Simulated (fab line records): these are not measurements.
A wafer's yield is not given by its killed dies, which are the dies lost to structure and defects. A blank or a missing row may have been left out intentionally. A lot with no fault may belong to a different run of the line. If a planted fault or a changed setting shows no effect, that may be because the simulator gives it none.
What tool caused it? ; flow sky130 ; 36 wafers sampled from 12 lots at 1 step of a route of 708

== WHAT THE GAUGES SHOWED, per wafer ==
SKY_FIELD_ISO_CD_MEAS_13: target cd 150 nm.
lot;measured;on;cdNm (nm)
L075;day 2 11:37;cdSem-02;149.1 148.3 148.4
L077;day 2 21:24;cdSem-02;150.2 149.3 149.3
L079;day 3 06:58;cdSem-01;151.2 149.8 150.0
L081;day 4 01:53;cdSem-02;148.5 147.8 149.0
L083;day 4 09:46;cdSem-02;148.2 147.7 148.7
L085;day 4 14:41;cdSem-01;147.1 148.1 147.4
L087;day 5 01:19;cdSem-01;148.5 148.3 148.4
L089;day 5 12:40;cdSem-02;152.1 150.7 150.9
L091;day 5 23:10;cdSem-01;150.7 151.0 151.4
L093;day 6 08:01;cdSem-01;149.7 151.0 148.1
L095;day 6 17:51;cdSem-01;149.0 148.4 148.6
L097;day 7 05:16;cdSem-02;151.4 150.7 149.9

== WHICH TOOL RAN EACH LOT (tool, then ch and the chambers of the sampled wafers, then the start) ==
Record: no process step prior to these readings.

== THE ANSWER, worked out from the rows above alone ==
Rule: usual is defined by the lots themselves. The widest of any qualifying gaps counts: lots, ordered by their means at a reading, are off when they make up no more than a third of the lots, leave a main group of 4 or more, and stand apart from it by 3 or more times the standard deviation of that group's means. Not used: any main group whose means are identical at the precision the tables above print for the reading. A lot without any number at a reading at which 4 lots or more have one is off too. Where the step has rows for the other lots, those lots are counted as sound.
No lot is off at any reading shown: from this, nothing can be told.

== WHAT THE SIMULATOR HAD INSERTED ==
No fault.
